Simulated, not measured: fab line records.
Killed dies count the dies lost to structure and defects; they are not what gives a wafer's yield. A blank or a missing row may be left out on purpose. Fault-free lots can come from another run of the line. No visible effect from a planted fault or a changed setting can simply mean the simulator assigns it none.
Struck lot and sound lot, side by side / flow sky130 / 16 steps out of a route of 708
Sound: wafers L694.2, L694.5, L694.6. Struck: wafer L710.1 (left out: L710.2, L710.6 of the same lot, which were not struck); the cause appears at the end.
Each step with rows lists, per side, the tool, then ch with its chambers, then its first start. Under that, the readings that differ: sound wafers / struck wafers / difference of the means / sigmas: that difference in standard deviations of wafers without a fault.
alike: a reading whose means differ by less than 2 such deviations, as well as words and numbers matching on both sides. not compared: withheld readings; readings where some wafer has no value; bounds like >300 that might hide an equal value; numbers whose values overlap and for which the record gives no deviation.
A row with sigmas, a row that says differs or no value, or rows on one side alone: a step with any of these is where the two part. Non-overlapping numbers with no deviation appear without sigmas and do not part them. A reading that every wafer of one side lacks parts them only if that side has two wafers or more.

SKY_LOCAL_INTERCONNECT_THK_MEAS_02: measures by xrf.
  sound on film metro-03, day 31 11:47; struck on film metro-02, day 36 05:25
  alike: LOCAL_INTERCONNECT_TIN_THK
then, 8 steps without rows for these wafers: SKY_LOCAL_INTERCONNECT_DEHYDRATE_03 (time 60 s); SKY_LOCAL_INTERCONNECT_HMDS_04 (prime time 60 s); SKY_LOCAL_INTERCONNECT_COAT_05 (resist thk 60 nm); SKY_LOCAL_INTERCONNECT_COAT_06 (resist thk 450 nm); SKY_LOCAL_INTERCONNECT_SOFTBAKE_07 (time 90 s); SKY_LOCAL_INTERCONNECT_EXPOSE_08 (exposes mask LI1M, target cd 170 nm); SKY_LOCAL_INTERCONNECT_PEB_09; SKY_LOCAL_INTERCONNECT_DEVELOP_10 (develop time 60 s).
SKY_LOCAL_INTERCONNECT_CD_MEAS_11: the cd target is 170 nm.
  sound on cd sem-02, day 32 14:35; struck on cd sem-01, day 37 06:34
  alike: cd nm
SKY_LOCAL_INTERCONNECT_OVL_MEAS_12:
  sound on overlay-01, day 32 14:41; struck on overlay-02, day 37 06:41
  alike: LOCAL_INTERCONNECT_OVL
SKY_LOCAL_INTERCONNECT_ETCH_13: etches BARC in N2/H2, stops on SiO2, time 45.9 s, target depth 60 nm.
  sound on rie metal-04 ch 0,1, day 32 14:43; struck on rie metal-03 ch 0, day 37 06:44
  alike: bias w, drypump motor current A, oes product au, rf fwd power W, throttle valve pct
  not compared: rf hours counter h
SKY_LOCAL_INTERCONNECT_METAL_ETCH_14: etches TiN in Cl2/BCl3, stops on PSG, target depth 110 nm, time 31.4 s.
  sound on rie metal-04 ch 0,1, day 32 14:47; struck on rie metal-03 ch 0, day 37 06:47
reading=oes product au (a.u.); sound=0.942 0.944 0.936; struck=0.888; difference=-0.053; sigmas=-6
reading=rf fwd power W (W); sound=890 888 881; struck=750; difference=-136; sigmas=-40
reading=throttle valve pct (%); sound=21.901 21.902 21.901; struck=21.951; difference=+0.050; sigmas=+5
reading=model.LOCAL_INTERCONNECT.feature depth nm (nm); sound=100.3 100.4 98.96; struck=91.92; difference=-7.97; sigmas=
reading=model.etch.depth nm (nm); sound=100.3 100.4 98.96; struck=91.92; difference=-7.97; sigmas=
reading=model.KrF-thick_of_LOCAL_INTERCONNECT_COAT_06.thk nm (nm); sound=345.9 344.2 345.4; struck=357.2; difference=+12.0; sigmas=
  alike: bias w, drypump motor current A
  not compared: rf hours counter h
SKY_LOCAL_INTERCONNECT_STRIP_15: strips in O2/N2.
  sound on plasma asher-01 ch 0,1, day 32 14:50; struck on plasma asher-01 ch 1, day 37 06:50
reading=strip time to endpoint s (s); sound=4.688 4.679 4.679; struck=4.786; difference=+0.104; sigmas=+4
  alike: drypump motor current A, oes product au
  not compared: rf hours counter h
then, 1 step without rows for these wafers: SKY_LOCAL_INTERCONNECT_STRIP_16 (strips in post etch residue remover, time 1200 s).
-- a jump in the record: the struck wafers' starts before and after are 13 days apart (it breaks off in module LOCAL_INTERCONNECT and resumes in module PAD_OPEN, where the first step shown is number 708 of the route) --
SKY_PAD_OPEN_PROBE_99:
  sound on prober-01, day 47 11:59; struck on prober-01, day 50 17:35
reading=killed at contacts; sound=30 35 31; struck=441; difference=+409; sigmas=+72
reading=killed dies; sound=81 103 89; struck=492; difference=+401; sigmas=+43
reading=killed on rim; sound=13 18 19; struck=96; difference=+79; sigmas=+20
  alike: killed_at_M0_to_M3, killed_at_M4_up, killed at front end, killed at other, killed open, killed short

WHERE THEY PART
Last at SKY_PAD_OPEN_PROBE_99 as far as this record goes, first at SKY_LOCAL_INTERCONNECT_METAL_ETCH_14.

WHY: what had been put in by the simulator
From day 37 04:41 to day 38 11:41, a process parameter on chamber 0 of rie metal-03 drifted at SKY_LOCAL_INTERCONNECT_METAL_ETCH_14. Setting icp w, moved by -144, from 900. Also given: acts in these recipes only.
